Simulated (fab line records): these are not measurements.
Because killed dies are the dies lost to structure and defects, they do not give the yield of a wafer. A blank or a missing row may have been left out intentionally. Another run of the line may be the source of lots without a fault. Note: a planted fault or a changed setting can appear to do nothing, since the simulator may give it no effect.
fab line records ; flow sky130
record lots=6; wafers=18; lastDay=50
route steps=708 shown LI_CONTACT@369 PAD_OPEN@708
lots untouched by any fault: they come from a run of this same line in which no faults occurred
startH: hours from the record's opening day to when the first of the lot's shown wafers began ; waitH: hours from the lot's prior step to this one ; " the same as in the row above ; L1.1+2: a single row standing in for several wafers ; - no value, or no start was given ; * or withheld: withheld ; < > ~ a bound
route shown NAME@n: NAME is a module with steps in the file, n the number in the route of the first one ; usual: mean and standard deviation over wafers with no fault ; same: alike in all rows ; chamber/n: place in a boat ; sites: readings site by site ; _std_site: their standard deviation ; _edge_site: mean of outer sites minus mean of inner sites ; radiusMm: how far each site lies from the wafer's centre ; mask NAME#n: copy n ; behind: the tool/chamber that last shaped the wafer ; hold: why the lot went on hold/how many hours it stayed there/how the hold came to an end ; device: which transistor (n, p or np) failed to switch ; end of line: tests run on the same wafers once the route is complete ; a step given without rows: its recipe and nothing more ; killed: at the first sort, the dies lost to defects and structure; wafer yield is something else ; map: a wafer's dies, x killed, . not, _ none there
set.NAME: the run value of the setting; set.NAME@STEP: its run value at that earlier step ; model.NAME: the simulator's own value behind a step, which no gauge read
a table for each step, a row for each wafer; lots at some steps of the route
services: from which hour (startH, from the record's first day; less than 0 if before it) a tool's chamber was out of use, for how many hours, and why
## steps
# step SKY_LI_CONTACT_COAT_07
# recipe resist=KrF-thick; spinRpm=3000; resistThkNm=450
# step SKY_LI_CONTACT_SOFTBAKE_08
# recipe tempC=100; timeS=90; resist=KrF-thick
# step SKY_LI_CONTACT_EXPOSE_09
# recipe maskId=LICM1; na=0.8; sourceShape=annular; sigmaInner=0.55; sigmaOuter=0.85; targetCdNm=170; doseMj=38
# step SKY_LI_CONTACT_PEB_10
# recipe pebTempC=withheld; pebTimeS=withheld; resist=KrF-thick
# step SKY_LI_CONTACT_DEVELOP_11
# recipe developTimeS=60; resist=KrF-thick; devTempC=21
# step SKY_LI_CONTACT_CD_MEAS_12
# recipe targetCdNm=170
# usual cdNm=170.0/1.4
lot.wafer;tool;chamber;startH;waitH;cdNm
L736.4;cdSem-01;-;753.43;-;171.9
L736.5;cdSem-01;-;753.43;-;170.0
L736.6;cdSem-01;-;753.43;-;173.0
L739.2;cdSem-01;-;755.54;-;171.2
L739.3;cdSem-01;-;755.54;-;170.4
L739.5;cdSem-01;-;755.54;-;170.2
L744.1;cdSem-01;-;777.85;-;169.0
L744.3;cdSem-01;-;777.85;-;169.3
L744.5;cdSem-01;-;777.85;-;170.5
L745.1;cdSem-01;-;791.12;-;172.3
L745.4;cdSem-01;-;791.12;-;173.3
L745.6;cdSem-01;-;791.12;-;171.8
L746.1;cdSem-01;-;792.56;-;169.6
L746.5;cdSem-01;-;792.56;-;170.2
L746.6;cdSem-01;-;792.56;-;169.7
L752.2;cdSem-02;-;845.68;-;169.7
L752.3;cdSem-02;-;845.68;-;168.9
L752.5;cdSem-02;-;845.68;-;169.5
# step SKY_LI_CONTACT_OVL_MEAS_13
# usual LI_CONTACT_OVL=3/5.5
lot.wafer;tool;chamber;startH;waitH;LI_CONTACT_OVL[nm]
L736.4;overlay-02;-;753.50;0.1;1
L736.5;overlay-02;-;753.50;0.1;-1
L736.6;overlay-02;-;753.50;0.1;6
L739.2;overlay-02;-;755.64;0.1;5
L739.3;overlay-02;-;755.64;0.1;-1
L739.5;overlay-02;-;755.64;0.1;3
L744.1;overlay-01;-;777.97;0.1;4
L744.3;overlay-01;-;777.97;0.1;5
L744.5;overlay-01;-;777.97;0.1;-1
L745.1;overlay-01;-;791.24;0.1;0
L745.4;overlay-01;-;791.24;0.1;7
L745.6;overlay-01;-;791.24;0.1;8
L746.1;overlay-02;-;792.68;0.1;-1
L746.5;overlay-02;-;792.68;0.1;-2
L746.6;overlay-02;-;792.68;0.1;-1
L752.2;overlay-02;-;845.79;0.1;5
L752.3;overlay-02;-;845.79;0.1;3
L752.5;overlay-02;-;845.79;0.1;10
# step SKY_LI_CONTACT_ETCH_14
# recipe chemistry=N2/H2; target=BARC; ionEnergyEv=200; sourceW=500; biasW=100; pressureMtorr=30; n2FlowSccm=100; h2FlowSccm=200; stopOn=SiO2; timeS=45.9; targetDepthA=600
# usual drypumpMotorCurrentA=5.8/0.32; oesProductAu=0.854/0.0046; rfFwdPowerW=494.6/2.5; throttleValvePct=13.226/0.0088
lot.wafer;tool;chamber;startH;waitH;drypumpMotorCurrentA;oesProductAu;rfFwdPowerW;rfHoursCounterH;throttleValvePct
L736.4;rieDiel-01;2;753.52;0.0;6.0;0.854;497.8;6;13.223
L736.5;rieDiel-01;3;753.52;0.0;6.1;0.858;495.0;-;13.214
L736.6;rieDiel-01;2;753.52;0.0;6.0;0.858;495.0;-;13.227
L739.2;rieDiel-02;3;755.67;0.0;5.7;0.860;495.4;20;13.231
L739.3;rieDiel-02;1;755.67;0.0;5.4;0.859;494.7;8;13.222
L739.5;rieDiel-02;2;755.67;0.0;6.4;0.856;492.5;-;13.233
L744.1;rieDiel-02;1;778.01;0.0;5.5;0.856;495.7;9;13.228
L744.3;rieDiel-02;3;778.01;0.0;5.7;0.855;496.6;21;13.241
L744.5;rieDiel-02;1;778.01;0.0;5.4;0.858;495.4;-;13.211
L745.1;rieDiel-01;3;791.27;0.0;6.1;0.853;492.6;8;13.231
L745.4;rieDiel-01;0;791.27;0.0;5.6;0.854;493.6;31;13.240
L745.6;rieDiel-01;3;791.27;0.0;6.1;0.860;492.7;-;13.227
L746.1;rieDiel-03;2;792.72;0.0;5.5;0.857;494.0;6;13.242
L746.5;rieDiel-03;1;792.72;0.0;6.3;0.852;492.4;-;13.238
L746.6;rieDiel-03;0;792.72;0.0;5.6;0.854;494.8;-;13.227
L752.2;rieDiel-03;0;845.82;0.0;5.6;0.858;496.0;19;13.214
L752.3;rieDiel-03;2;845.82;0.0;5.5;0.857;495.0;7;13.230
L752.5;rieDiel-03;0;845.82;0.0;5.6;0.856;495.0;-;13.225
# step SKY_LI_CONTACT_ETCH_15
# recipe target=PSG; chemistry=C4F8/O2/Ar; stopOn=Si; taperDeg=4.15; maskMaterial=KrF-thick; sourceW=1500; biasW=1200; pressureMtorr=40; c4f8FlowSccm=withheld; O2_flow_sccm=6; Ar_flow_sccm=300; timeS=withheld; targetDepthA=6000
# usual oesProductAu=0.836/0.005; rfFwdPowerW=1492/5
lot.wafer;tool;chamber;startH;waitH;oesProductAu;rfFwdPowerW
L736.4;rieDiel-01;2;753.56;0.0;0.839;1495
L736.5;rieDiel-01;3;753.56;0.0;0.830;1495
L736.6;rieDiel-01;2;753.56;0.0;0.839;1502
L739.2;rieDiel-02;3;755.71;0.0;0.834;1503
L739.3;rieDiel-02;1;755.71;0.0;0.827;1497
L739.5;rieDiel-02;2;755.71;0.0;0.838;1486
L744.1;rieDiel-02;1;778.05;0.0;0.834;1498
L744.3;rieDiel-02;3;778.05;0.0;0.833;1489
L744.5;rieDiel-02;1;778.05;0.0;0.824;1494
L745.1;rieDiel-01;3;791.31;0.0;0.838;1490
L745.4;rieDiel-01;0;791.31;0.0;0.827;1494
L745.6;rieDiel-01;3;791.31;0.0;0.835;1486
L746.1;rieDiel-03;2;792.76;0.0;0.835;1499
L746.5;rieDiel-03;1;792.76;0.0;0.836;1489
L746.6;rieDiel-03;0;792.76;0.0;0.839;1499
L752.2;rieDiel-03;0;845.86;0.0;0.839;1501
L752.3;rieDiel-03;2;845.86;0.0;0.842;1492
L752.5;rieDiel-03;0;845.86;0.0;0.845;1504
# step SKY_LI_CONTACT_STRIP_16
# recipe chemistry=O2/N2; powerW=1400; pressureMtorr=1500; platenTempC=withheld; o2FlowSccm=3000; n2FlowSccm=300; overashFraction=0.5
# usual drypumpMotorCurrentA=5.93/0.28; oesProductAu=0.375/0.0048; stripTimeToEndpointS=3.48/0.036
lot.wafer;tool;chamber;startH;waitH;drypumpMotorCurrentA;oesProductAu;rfHoursCounterH;stripTimeToEndpointS
L736.4;plasmaAsher-04;1;753.68;-;6.22;0.380;-;3.52
L736.5;plasmaAsher-04;1;753.68;-;6.20;0.376;-;3.50
L736.6;plasmaAsher-04;0;753.68;-;5.59;0.383;-;3.55
L739.2;plasmaAsher-01;0;755.80;-;5.94;0.373;62;3.47
L739.3;plasmaAsher-01;0;755.80;-;6.00;0.379;-;3.49
L739.5;plasmaAsher-01;0;755.80;-;5.95;0.373;-;3.43
L744.1;plasmaAsher-01;1;778.14;-;6.31;0.382;64;3.45
L744.3;plasmaAsher-01;1;778.14;-;6.30;0.379;-;3.52
L744.5;plasmaAsher-01;1;778.14;-;6.31;0.375;-;3.45
L745.1;plasmaAsher-04;1;791.40;-;6.14;0.376;37;3.45
L745.4;plasmaAsher-04;1;791.40;-;6.13;0.386;-;3.48
L745.6;plasmaAsher-04;1;791.40;-;6.14;0.363;-;3.44
L746.1;plasmaAsher-01;0;792.85;-;5.97;0.382;66;3.48
L746.5;plasmaAsher-01;0;792.85;-;5.97;0.375;-;3.47
L746.6;plasmaAsher-01;1;792.85;-;6.28;0.377;-;3.50
L752.2;plasmaAsher-04;0;845.95;-;5.59;0.369;42;3.51
L752.3;plasmaAsher-04;0;845.95;-;5.59;0.376;-;3.50
L752.5;plasmaAsher-04;0;845.95;-;5.59;0.375;-;3.52
# step SKY_LI_CONTACT_CLEAN_17
# recipe chemistry=NMP; timeS=600; tempC=60; dry=n2Spin
# step SKY_LI_CONTACT_PRE_CLEAN_18
# recipe gas=Ar; timeS=5.6; biasV=358
# step SKY_LI_CONTACT_SPUTTER_19
# recipe material=Ti; targetThkNm=20; chamberPressurePa=5; powerW=2500; substrateTempC=200; timeS=106.37
# usual cathodeDcPowerW=2499.9/0.47; throttleValvePct=30.1/0.73
lot.wafer;tool;chamber;startH;waitH;cathodeDcPowerW;throttleValvePct;model.Ti_of_LI_CONTACT_SPUTTER_19.thkNm
L736.4;pvdSputter-03;-;753.94;0.0;2499.7;30.7;19.96
L736.5;pvdSputter-03;-;753.94;0.0;2500.1;30.8;19.98
L736.6;pvdSputter-03;-;753.94;0.0;2500.2;29.8;19.92
L739.2;pvdSputter-04;-;756.09;0.0;2499.1;31.1;19.85
L739.3;pvdSputter-04;-;756.09;0.0;2500.3;31.7;20.19
L739.5;pvdSputter-04;-;756.09;0.0;2499.7;30.9;19.92
L744.1;pvdSputter-03;-;778.45;0.0;2499.9;30.2;25.09
L744.3;pvdSputter-03;-;778.45;0.0;2499.8;30.3;24.88
L744.5;pvdSputter-03;-;778.45;0.0;2500.2;30.6;25.34
L745.1;pvdSputter-03;-;791.69;0.0;2499.2;30.7;24.96
L745.4;pvdSputter-03;-;791.69;0.0;2499.7;29.9;25.11
L745.6;pvdSputter-03;-;791.69;0.0;2500.9;29.5;25.19
L746.1;pvdSputter-04;-;793.14;0.0;2499.8;31.4;20.24
L746.5;pvdSputter-04;-;793.14;0.0;2499.4;30.0;19.58
L746.6;pvdSputter-04;-;793.14;0.0;2500.2;28.9;20.15
L752.2;pvdSputter-02;-;846.24;0.0;2499.9;31.0;20.05
L752.3;pvdSputter-02;-;846.24;0.0;2500.0;29.8;19.93
L752.5;pvdSputter-02;-;846.24;0.0;2500.5;29.0;19.74
# step SKY_LI_CONTACT_SPUTTER_20
# recipe material=TiN; targetThkNm=20; chamberPressurePa=5; powerW=4000; timeS=80
# usual cathodeDcPowerW=4000.1/0.68; throttleValvePct=30.1/0.73
lot.wafer;tool;chamber;startH;waitH;cathodeDcPowerW;throttleValvePct
L736.4;pvdSputter-03;-;754.02;0.0;4000.5;30.7
L736.5;pvdSputter-03;-;754.02;0.0;4000.1;31.0
L736.6;pvdSputter-03;-;754.02;0.0;4000.3;30.1
L739.2;pvdSputter-04;-;756.17;0.0;3999.9;31.0
L739.3;pvdSputter-04;-;756.17;0.0;4000.7;31.4
L739.5;pvdSputter-04;-;756.17;0.0;4000.9;31.1
L744.1;pvdSputter-03;-;778.52;0.0;3999.5;30.0
L744.3;pvdSputter-03;-;778.52;0.0;4000.7;30.5
L744.5;pvdSputter-03;-;778.52;0.0;4001.0;30.7
L745.1;pvdSputter-03;-;791.77;0.0;4000.0;30.3
L745.4;pvdSputter-03;-;791.77;0.0;4001.1;29.8
L745.6;pvdSputter-03;-;791.77;0.0;3999.9;29.6
L746.1;pvdSputter-04;-;793.22;0.0;3999.2;31.1
L746.5;pvdSputter-04;-;793.22;0.0;3999.9;30.1
L746.6;pvdSputter-04;-;793.22;0.0;4000.5;28.8
L752.2;pvdSputter-02;-;846.32;0.0;4000.6;31.2
L752.3;pvdSputter-02;-;846.32;0.0;3999.4;30.0
L752.5;pvdSputter-02;-;846.32;0.0;3999.7;29.3
# step SKY_PAD_OPEN_PROBE_99
# usual killed_at_M0_to_M3=43/7.5; killed_at_M4_up=3.0/1.6; killedAtContacts=23/5.8; killedAtFrontEnd=14/4.8; killedAtOther=0.3/0.52; killedDies=84/9.1; killedOnRim=16/3.4; killedOpen=47/7.2; killedShort=37/5.8
# same grossDies=492; killedAtBackSide=0
lot.wafer;tool;chamber;startH;waitH;killed_at_M0_to_M3;killed_at_M4_up;killedAtContacts;killedAtFrontEnd;killedAtOther;killedDies;killedOnRim;killedOpen;killedShort
L736.4;prober-01;-;1136.12;0.2;45;0;19;21;0;85;15;46;39
L736.5;prober-01;-;1136.17;0.2;39;3;31;17;1;91;18;52;39
L736.6;prober-01;-;1136.22;0.2;51;4;21;19;0;95;23;55;40
L739.2;prober-02;-;1137.56;0.1;51;3;27;15;0;96;16;55;41
L739.3;prober-02;-;1137.61;0.2;54;1;27;12;0;94;16;53;41
L739.5;prober-02;-;1137.71;0.2;39;2;30;10;1;82;14;49;33
L744.1;prober-01;-;1153.39;0.1;46;4;30;15;0;95;16;50;45
L744.3;prober-01;-;1153.49;0.2;31;5;22;13;1;72;12;39;33
L744.5;prober-01;-;1153.59;0.2;37;1;26;15;0;79;15;36;43
L745.1;prober-02;-;1160.26;0.1;42;4;22;19;0;87;16;46;41
L745.4;prober-02;-;1160.41;0.2;27;2;24;15;0;68;14;37;31
L745.6;prober-02;-;1160.51;0.2;43;5;20;10;0;78;13;49;29
L746.1;prober-01;-;1160.50;0.1;48;3;24;12;0;87;18;46;41
L746.5;prober-01;-;1160.70;0.2;41;5;19;11;0;76;18;38;38
L746.6;prober-01;-;1160.75;0.2;36;6;14;15;1;72;18;37;35
L752.2;prober-01;-;1194.56;0.1;44;6;13;19;0;82;16;46;36
L752.3;prober-01;-;1194.61;0.2;38;4;19;18;0;79;18;49;30
L752.5;prober-01;-;1194.71;0.2;38;0;34;16;0;88;17;54;34
# killed by level:class
L736.4 METAL1:geometricParticle:short=9 CONTACT:geometricParticle:open=8 VIA1:geometricParticle:open=8 VIA2:geometricParticle:open=6 POLY_GATE:geometricParticle:open=6 VIA3:geometricParticle:open=6 FIELD_ISO:geometricParticle:short=5 POLY_GATE:geometricParticle:short=5
L736.5 CONTACT:geometricParticle:open=10 VIA1:geometricParticle:open=10 LOCAL_INTERCONNECT:geometricParticle:short=7 VIA3:geometricParticle:open=7 POLY_GATE:geometricParticle:open=6 FIELD_ISO:geometricParticle:short=5 LI_CONTACT:geometricParticle:short=5 LI_CONTACT:geometricParticle:open=4
L736.6 VIA3:geometricParticle:open=13 CONTACT:geometricParticle:open=12 METAL2:geometricParticle:short=8 FIELD_ISO:geometricParticle:open=7 METAL1:geometricParticle:short=6 VIA1:geometricParticle:short=6 VIA2:geometricParticle:open=6 LI_CONTACT:geometricParticle:open=5
L739.2 VIA2:geometricParticle:open=11 VIA1:geometricParticle:open=10 CONTACT:geometricParticle:open=10 LI_CONTACT:geometricParticle:open=8 METAL1:geometricParticle:short=8 LOCAL_INTERCONNECT:geometricParticle:short=5 METAL3:geometricParticle:short=4 FIELD_ISO:geometricParticle:open=3
L739.3 VIA1:geometricParticle:open=12 VIA3:geometricParticle:open=10 LOCAL_INTERCONNECT:geometricParticle:short=8 VIA2:geometricParticle:open=8 METAL2:geometricParticle:short=6 FIELD_ISO:geometricParticle:open=5 LI_CONTACT:geometricParticle:open=5 CONTACT:geometricParticle:open=5
L739.5 VIA1:geometricParticle:open=11 CONTACT:geometricParticle:open=9 LI_CONTACT:geometricParticle:open=7 VIA3:geometricParticle:open=7 METAL2:geometricParticle:short=5 LI_CONTACT:geometricParticle:short=4 LOCAL_INTERCONNECT:geometricParticle:short=4 POLY_GATE:geometricParticle:open=3
L744.1 VIA3:geometricParticle:open=8 LI_CONTACT:geometricParticle:open=8 CONTACT:geometricParticle:short=7 CONTACT:geometricParticle:open=7 METAL1:geometricParticle:short=7 METAL2:geometricParticle:short=6 VIA2:geometricParticle:open=6 FIELD_ISO:geometricParticle:short=5
L744.3 VIA2:geometricParticle:open=8 VIA1:geometricParticle:open=7 LI_CONTACT:geometricParticle:short=7 VIA3:geometricParticle:open=6 LI_CONTACT:geometricParticle:open=5 LOCAL_INTERCONNECT:geometricParticle:short=5 FIELD_ISO:geometricParticle:short=3 POLY_GATE:geometricParticle:open=3
L744.5 VIA2:geometricParticle:open=9 FIELD_ISO:geometricParticle:short=7 CONTACT:geometricParticle:short=7 VIA1:geometricParticle:open=6 LOCAL_INTERCONNECT:geometricParticle:short=6 CONTACT:geometricParticle:open=6 LI_CONTACT:geometricParticle:open=4 METAL2:geometricParticle:short=4
L745.1 VIA3:geometricParticle:open=9 FIELD_ISO:geometricParticle:open=7 LI_CONTACT:geometricParticle:open=7 VIA1:geometricParticle:open=7 FIELD_ISO:geometricParticle:short=6 LOCAL_INTERCONNECT:geometricParticle:short=6 VIA1:geometricParticle:short=6 VIA2:geometricParticle:open=6
L745.4 CONTACT:geometricParticle:open=10 LI_CONTACT:geometricParticle:open=6 VIA2:geometricParticle:open=5 CONTACT:geometricParticle:short=5 VIA1:geometricParticle:open=5 POLY_GATE:geometricParticle:short=4 FIELD_ISO:geometricParticle:open=3 FIELD_ISO:geometricParticle:short=3
L746.1 VIA1:geometricParticle:open=12 VIA2:geometricParticle:short=8 METAL2:geometricParticle:short=7 LI_CONTACT:geometricParticle:open=7 VIA3:geometricParticle:open=7 CONTACT:geometricParticle:short=6 CONTACT:geometricParticle:open=6 FIELD_ISO:geometricParticle:short=3
L745.6 CONTACT:geometricParticle:open=12 VIA1:geometricParticle:open=10 METAL1:geometricParticle:short=9 VIA2:geometricParticle:open=7 FIELD_ISO:geometricParticle:open=5 METAL4:geometricParticle:short=5 VIA1:geometricParticle:short=4 LI_CONTACT:geometricParticle:open=3
L746.5 VIA1:geometricParticle:open=11 LI_CONTACT:geometricParticle:open=7 VIA1:geometricParticle:short=7 CONTACT:geometricParticle:open=6 METAL2:geometricParticle:short=6 VIA2:geometricParticle:short=6 CONTACT:geometricParticle:short=3 METAL1:geometricParticle:short=3
L746.6 VIA1:geometricParticle:open=9 VIA2:geometricParticle:open=7 CONTACT:geometricParticle:open=5 METAL3:geometricParticle:short=5 FIELD_ISO:geometricParticle:short=4 POLY_GATE:geometricParticle:open=4 VIA1:geometricParticle:short=4 METAL2:geometricParticle:short=4
L752.2 VIA3:geometricParticle:open=8 CONTACT:geometricParticle:open=8 VIA2:geometricParticle:open=8 POLY_GATE:geometricParticle:short=7 VIA1:geometricParticle:open=6 FIELD_ISO:geometricParticle:short=5 VIA1:geometricParticle:short=4 VIA2:geometricParticle:short=4
L752.3 VIA1:geometricParticle:open=11 VIA2:geometricParticle:open=7 FIELD_ISO:geometricParticle:open=6 VIA1:geometricParticle:short=6 CONTACT:geometricParticle:open=6 VIA3:geometricParticle:open=6 POLY_GATE:geometricParticle:short=5 METAL2:geometricParticle:open=5
L752.5 CONTACT:geometricParticle:open=14 LI_CONTACT:geometricParticle:open=11 VIA3:geometricParticle:open=8 FIELD_ISO:geometricParticle:short=6 VIA1:geometricParticle:open=6 METAL2:geometricParticle:short=6 VIA2:geometricParticle:open=6 SPACER:geometricParticle:short=4
## services
tool;chamber;startH;hours;kind
plasmaAsher-04;-;756.55;2.8;pm
rieDiel-03;1;769.78;2.3;repair
rieDiel-01;2;776.14;6.9;repair
rieDiel-01;2;799.37;4.4;repair
rieDiel-01;0;820.54;-;clean
rieDiel-01;0;820.54;16.1;scheduledDown
rieDiel-01;0;820.54;16.1;ventCycle
rieDiel-02;3;837.33;2.5;repair
## key
firstSign none at tools or gauges
modelEffect step=SKY_LI_CONTACT_SPUTTER_19; value=Ti_of_LI_CONTACT_SPUTTER_19.thkNm; without=19.79; struck=25.1
metAt SKY_LI_CONTACT_SPUTTER_19
struckWafers L744.1,L744.3,L744.5,L745.1,L745.4,L745.6
testerLeftOut L744,L745
onsetBetween 753.94 778.45
fault kind=processParameterDrift; tool=pvdSputter-03; chamber=-; onsetH=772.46; steps=SKY_LI_CONTACT_SPUTTER_19; channel=timeS; offset=*; shape=step; endH=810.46; actsIn=*; stated=*
# testerLeftOut: of these lots the tester's yield and bins aren't shown, on N5 and GAA mostly nor the transistor test; their killed dies are dies lost to structure and defects alone, not to doping, threshold or leakage, so they don't give the yield
